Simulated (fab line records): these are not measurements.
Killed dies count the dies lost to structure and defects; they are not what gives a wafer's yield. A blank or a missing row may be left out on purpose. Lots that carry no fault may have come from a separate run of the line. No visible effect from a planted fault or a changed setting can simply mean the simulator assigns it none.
Which tool did it? | flow sky130 | 30 wafers from 10 lots sampled at 6 of the route's 708 steps

## WHAT THE GAUGES READ, wafer by wafer
SKY_NWELL_TW_MEAS_26. Usual: NWELL_2_TW 499.1, standard deviation 2.7.
lot  | measured     | on           | NWELL_2_TW        | flag
L750 | day 5 07:56  | filmMetro-03 | 495.3 495.1 494.3 | 
L751 | day 5 13:49  | filmMetro-01 | 501.3 498.0 501.5 | 
L753 | day 6 02:46  | filmMetro-01 | 504.4 502.2 504.8 | 
L759 | day 7 15:53  | filmMetro-03 | 495.5 498.4 496.9 | 
L762 | day 8 07:59  | filmMetro-01 | 501.8 500.5 502.0 | 
L763 | day 8 13:32  | filmMetro-03 | 499.2 500.0 499.4 | 
L764 | day 8 20:33  | filmMetro-03 | 497.0 500.1 498.9 | 
L768 | day 9 17:01  | filmMetro-03 | 499.1 496.6 493.7 | 
L772 | day 10 23:32 | filmMetro-02 | 497.3 496.4 497.8 | 
L773 | day 11 07:56 | filmMetro-03 | 501.5 503.8 499.9 | 

SKY_VIA1_RS_MEAS_22: measures by four-point-probe. Usual: VIA1_W_RS 0.430 ohm/sq, standard deviation 0.0046.
lot  | measured     | on           | VIA1_W_RS (ohm/sq) | flag
L750 | day 33 22:16 | filmMetro-04 | 0.434 0.428 0.434  | 
L751 | day 34 13:59 | filmMetro-04 | 0.422 0.424 0.432  | 
L753 | day 35 00:49 | filmMetro-01 | 0.438 0.436 0.435  | 
L759 | day 37 01:41 | filmMetro-04 | 0.427 0.430 0.428  | 
L762 | day 37 18:04 | filmMetro-01 | 0.430 0.434 0.426  | 
L763 | day 38 05:34 | filmMetro-01 | 0.424 0.425 0.422  | 
L764 | day 38 11:25 | filmMetro-03 | 0.426 0.426 0.422  | 
L768 | day 39 15:31 | filmMetro-03 | 0.435 0.429 0.665  | OFF
L772 | day 40 21:11 | filmMetro-04 | 0.426 0.434 0.671  | OFF
L773 | day 40 23:28 | filmMetro-04 | 0.435 0.434 0.662  | OFF

SKY_VIA1_THK_MEAS_23: measures by xrf. Usual: VIA1_W_THK 266 nm, standard deviation 3.4.
lot  | measured     | on           | VIA1_W_THK (nm) | flag
L750 | day 33 22:21 | filmMetro-04 | 266 271 266     | 
L751 | day 34 14:07 | filmMetro-04 | 271 271 265     | 
L753 | day 35 00:56 | filmMetro-01 | 259 260 261     | 
L759 | day 37 01:48 | filmMetro-04 | 269 270 270     | 
L762 | day 37 18:11 | filmMetro-01 | 265 264 268     | 
L763 | day 38 05:41 | filmMetro-01 | 268 267 269     | 
L764 | day 38 11:32 | filmMetro-03 | 266 268 271     | 
L768 | day 39 15:38 | filmMetro-03 | 262 266 173     | OFF
L772 | day 40 21:19 | filmMetro-04 | 270 264 173     | OFF
L773 | day 40 23:35 | filmMetro-04 | 264 266 175     | OFF

## WHICH TOOL RAN EACH LOT (tool, then ch and the chambers of the sampled wafers, then the start)
lot  | SKY_FIELD_ISO_CMP_27         | SKY_POLY_GATE_ETCH_15             | SKY_VIA1_CVD_21
L750 | cmp-02 ch 0,1,3, day 2 11:04 | rieDiel-04 ch 1,2, day 16 08:20   | cvdW-02 ch 0,1, day 33 22:08
L751 | cmp-02 ch 1,2, day 2 15:11   | rieDiel-02 ch 1,2,3, day 16 19:07 | cvdW-01 ch 0,1, day 34 13:53
L753 | cmp-01 ch 0,3, day 3 02:24   | rieDiel-03 ch 0,2, day 17 10:56   | cvdW-02 ch 0,1, day 35 00:43
L759 | cmp-02 ch 0,1,2, day 4 08:36 | rieDiel-02 ch 0,2,3, day 19 18:50 | cvdW-01 ch 0,1, day 37 01:35
L762 | cmp-01 ch 1,2,3, day 4 23:35 | rieDiel-04 ch 0,1,3, day 20 19:34 | cvdW-01 ch 0,1, day 37 17:58
L763 | cmp-02 ch 0,1,2, day 5 05:14 | rieDiel-04 ch 1,3, day 21 06:26   | cvdW-01 ch 1, day 38 05:29
L764 | cmp-01 ch 2,3, day 5 11:41   | rieDiel-03 ch 0,1,2, day 21 13:08 | cvdW-01 ch 0,1, day 38 11:20
L768 | cmp-02 ch 0,1,3, day 6 06:21 | rieDiel-04 ch 1,2,3, day 22 22:47 | cvdW-01 ch 0,1, day 39 15:25
L772 | cmp-01 ch 0,1,3, day 7 07:08 | rieDiel-04 ch 0,1,2, day 24 10:19 | cvdW-01 ch 0,1, day 40 21:06
L773 | cmp-02 ch 1,2,3, day 7 11:28 | rieDiel-02 ch 0,2, day 24 16:53   | cvdW-01 ch 1, day 40 23:22
- SKY_FIELD_ISO_CMP_27: polishes, stops on Si3N4, t overpolish 16 s, target thk 457.8 nm.
- SKY_POLY_GATE_ETCH_15: etches BARC in N2/H2, stops on SiO2, time 118.5 s, target depth 110 nm.
- SKY_VIA1_CVD_21: deposits W, target thk 270 nm, time 80.902 s.

## AS READ BY THE TOOLS THEMSELVES (means over the sampled wafers that have a number; for cases with no such wafer, the mark the record gives instead)
SKY_FIELD_ISO_CMP_27. Usual: headPressurePsi 3.999 psi, standard deviation 0.0091; motorCurrentA 12.5 A, standard deviation 1.1; overpolishRunS 15.999 s, standard deviation 0.0088; slurryFlowMlMin 150.0, standard deviation 0.48; timeToEndpointS 111 s, standard deviation 4.3.
lot  | tool   | headPressurePsi (psi) | motorCurrentA (A) | overpolishRunS (s) | slurryFlowMlMin | timeToEndpointS (s) | flag
L750 | cmp-02 | 3.999                 | 11.4              | 15.999             | 150.1           | 105                 | 
L751 | cmp-02 | 3.996                 | 13.0              | 16.006             | 149.8           | 108                 | 
L753 | cmp-01 | 3.996                 | 12.8              | 16.002             | 149.7           | 114                 | 
L759 | cmp-02 | 4.007                 | 12.3              | 15.995             | 150.0           | 111                 | 
L762 | cmp-01 | 3.998                 | 12.5              | 16.005             | 149.9           | 114                 | 
L763 | cmp-02 | 3.994                 | 12.2              | 16.000             | 150.4           | 111                 | 
L764 | cmp-01 | 4.001                 | 12.2              | 16.000             | 149.8           | 111                 | 
L768 | cmp-02 | 3.997                 | 11.8              | 16.010             | 150.3           | 108                 | 
L772 | cmp-01 | 4.003                 | 12.7              | 16.010             | 149.9           | 116                 | 
L773 | cmp-02 | 3.990                 | 13.2              | 15.996             | 150.1           | 110                 | 

SKY_POLY_GATE_ETCH_15. Usual: drypumpMotorCurrentA 6.0 A, standard deviation 0.53; n2FlowSccm 100.02 sccm, standard deviation 0.3; oesProductAu 0.716 a.u., standard deviation 0.0042; throttleValvePct 13.213 %, standard deviation 0.0092.
lot  | tool       | drypumpMotorCurrentA (A) | n2FlowSccm (sccm) | oesProductAu (a.u.) | throttleValvePct (%) | flag
L750 | rieDiel-04 | 6.3                      | 100.27            | 0.715               | 13.209               | 
L751 | rieDiel-02 | 5.7                      | 100.15            | 0.717               | 13.210               | 
L753 | rieDiel-03 | 5.6                      | 99.88             | 0.719               | 13.218               | 
L759 | rieDiel-02 | 6.0                      | 100.34            | 0.712               | 13.208               | 
L762 | rieDiel-04 | 6.6                      | 100.02            | 0.716               | 13.216               | 
L763 | rieDiel-04 | 6.7                      | 100.03            | 0.712               | 13.219               | 
L764 | rieDiel-03 | 5.5                      | 100.02            | 0.720               | 13.204               | 
L768 | rieDiel-04 | 6.3                      | 100.13            | 0.714               | 13.203               | 
L772 | rieDiel-04 | 6.2                      | 100.14            | 0.716               | 13.219               | 
L773 | rieDiel-02 | 6.0                      | 100.01            | 0.718               | 13.216               | 

SKY_VIA1_CVD_21. Usual: 908 W for heaterPowerW, sd 94.
lot  | tool    | heaterPowerW (W) | flag
L750 | cvdW-02 | 808              | 
L751 | cvdW-01 | 940              | 
L753 | cvdW-02 | 789              | 
L759 | cvdW-01 | 933              | 
L762 | cvdW-01 | 981              | 
L763 | cvdW-01 | 998              | 
L764 | cvdW-01 | 976              | 
L768 | cvdW-01 | 970              | 
L772 | cvdW-01 | 993              | 
L773 | cvdW-01 | 1006             | 

## THE ANSWER, worked out from the rows above alone
Rule: take the mean of a lot's wafers that have a number; if it is more than 3 standard deviations from the usual mean, the lot is off. A lot without any number at a reading at which 4 lots or more have one is off too. Any other lot the step has rows for is counted as sound. First the gauges in route order, then the tools' own readings, where a lot's mean is used as printed above. The first step at which some lot is off is used, and at that step the reading that is off furthest; a lot without a number counts as furthest.
Off: L768, L772, L773, at SKY_VIA1_RS_MEAS_22 (VIA1_W_RS).
If a tool, at a process step before that reading, ran all the lots that are off and no sound lot after the first of them, it fits. Gauges at SKY_VIA1_RS_MEAS_22: tried the same way as those tools. One fits: SKY_VIA1_CVD_21 on cvdW-01. A fault onset in the window from L764 (day 38 11:20, its last sound lot) to L768 (day 39 15:25, its first lot off) fits.

## WHAT THE SIMULATOR PUT IN
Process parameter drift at SKY_VIA1_CVD_21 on cvdW-01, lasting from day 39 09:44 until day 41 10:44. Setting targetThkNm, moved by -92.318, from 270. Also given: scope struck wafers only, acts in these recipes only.
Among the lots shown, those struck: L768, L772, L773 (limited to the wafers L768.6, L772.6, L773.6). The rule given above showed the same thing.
